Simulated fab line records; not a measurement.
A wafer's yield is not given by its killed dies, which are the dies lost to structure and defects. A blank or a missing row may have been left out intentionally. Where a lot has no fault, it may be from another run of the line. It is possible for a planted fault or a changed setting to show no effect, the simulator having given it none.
Tool commonality check | flow sky130 | 10 lots, 30 wafers sampled

== REASON FOR OPENING ==
1 of 10 lots carry a flag on the reading SPACER_CVD_00_THK at SKY_SPACER_THK_MEAS_01. Fault-free wafers read 43.0 nm, with a standard deviation of 0.39.
Rule: a lot gets a flag if all its wafers with a number sit over 4 standard deviations from that mean, or if no wafer of it has a number. As for the other lots, they are considered sound.

lot  | measured     | on            | SPACER_CVD_00_THK (nm), wafer by wafer | flag
L159 | day 22 08:50 | film-metro-04 | 42.8 42.9 43.0                         |
L161 | day 23 07:55 | film-metro-01 | 43.2 43.3 43.1                         |
L162 | day 23 21:40 | film-metro-03 | 42.9 43.0 42.8                         |
L164 | day 25 05:41 | film-metro-01 | 43.1 43.2 43.4                         |
L165 | day 25 05:42 | film-metro-04 | 42.7 42.5 42.7                         |
L163 | day 25 05:43 | film-metro-03 | 42.9 42.3 42.7                         |
L166 | day 25 09:53 | film-metro-03 | 42.4 43.1 42.9                         |
L167 | day 25 15:11 | film-metro-01 | 42.6 42.8 42.6                         |
L174 | day 28 00:59 | film-metro-01 | 37.0 36.7 37.0                         | FLAGGED
L176 | day 28 12:59 | film-metro-01 | 42.8 42.7 43.0                         |
Average over the flagged lots: 36.9 nm; offset from the usual -6.1 nm, equal to -16 standard deviations.

== TOOL THAT RAN EACH LOT ==
2 process steps preceding the reading are held in the record, out of 708 steps in the route. Every cell lists first the tool, next ch and the chambers used by the sampled wafers, and last the start.
lot  | flag    | SKY_LDD_P_STRIP_10                   | SKY_SPACER_CVD_00
L159 |         | plasma-asher-04 ch 0,1, day 18 09:40 | lpcvd-02 ch 0, day 22 07:37
L161 |         | plasma-asher-04 ch 0,1, day 19 09:42 | lpcvd-02 ch 0, day 23 06:42
L162 |         | plasma-asher-02 ch 0,1, day 19 23:28 | lpcvd-02 ch 1, day 23 20:27
L164 |         | plasma-asher-04 ch 0,1, day 20 13:19 | lpcvd-02 ch 0, day 25 04:29
L165 |         | plasma-asher-02 ch 0, day 21 01:10   | lpcvd-02 ch 1, day 25 04:29
L163 |         | plasma-asher-04 ch 0,1, day 20 10:40 | lpcvd-02 ch 0, day 25 04:29
L166 |         | plasma-asher-02 ch 0,1, day 21 12:23 | lpcvd-02 ch 1, day 25 08:41
L167 |         | plasma-asher-02 ch 0,1, day 21 18:25 | lpcvd-02 ch 0, day 25 13:59
L174 | FLAGGED | plasma-asher-02 ch 0,1, day 24 09:35 | lpcvd-02 ch 0, day 27 23:46
L176 |         | plasma-asher-02 ch 1, day 24 23:02   | lpcvd-02 ch 1, day 28 11:46
What these steps do:
- SKY_LDD_P_STRIP_10: strips in O2/N2.
- SKY_SPACER_CVD_00: deposits Si3N4 from DCS/NH3, target thk 43.1 nm, time 740 s.
- SKY_SPACER_THK_MEAS_01

== FLAGGED OVER TOTAL, TOOL BY TOOL (the gauges that took the reading come last) ==
step                   | tool            | lots run | flagged | share of the flagged lots | sound lots run after its first flagged lot
SKY_LDD_P_STRIP_10     | plasma-asher-02 | 6        | 1       | all                       | 1 (L176)
SKY_LDD_P_STRIP_10     | plasma-asher-04 | 4        | 0       | none                      | -
SKY_SPACER_CVD_00      | lpcvd-02        | 10       | 1       | all                       | 1 (L176)
SKY_SPACER_THK_MEAS_01 | film-metro-01   | 5        | 1       | all                       | 1 (L176)
SKY_SPACER_THK_MEAS_01 | film-metro-03   | 3        | 0       | none                      | -
SKY_SPACER_THK_MEAS_01 | film-metro-04   | 2        | 0       | none                      | -

== THE TABLE: WHAT IT ALLOWS ==
Every flagged lot was run by 3 rows of the table: plasma-asher-02 at SKY_LDD_P_STRIP_10, lpcvd-02 at SKY_SPACER_CVD_00 and film-metro-01 at SKY_SPACER_THK_MEAS_01.
- plasma-asher-02 at SKY_LDD_P_STRIP_10: 1 of its 6 lots flagged. Sound lots ran on it after the first flagged one (L176), which a lasting fault on the whole tool wouldn't allow.
- lpcvd-02 at SKY_SPACER_CVD_00: 1 of its 10 lots flagged. Sound lots ran on it after the first flagged one (L176), which a lasting fault on the whole tool wouldn't allow. Its own readings lie more than 4 standard deviations out on every wafer of the flagged lots: spike-tc-centre-C, spike-tc-lower-C, spike-tc-top-C, spike-tc-upper-C.
- film-metro-01 at SKY_SPACER_THK_MEAS_01: 1 of its 5 lots flagged. Sound lots ran on it after the first flagged one (L176), which a lasting fault on the whole tool wouldn't allow.
There is no row in the table that ran each flagged lot and no sound lot after the first.

== WHAT WAS PUT IN BY THE SIMULATOR ==
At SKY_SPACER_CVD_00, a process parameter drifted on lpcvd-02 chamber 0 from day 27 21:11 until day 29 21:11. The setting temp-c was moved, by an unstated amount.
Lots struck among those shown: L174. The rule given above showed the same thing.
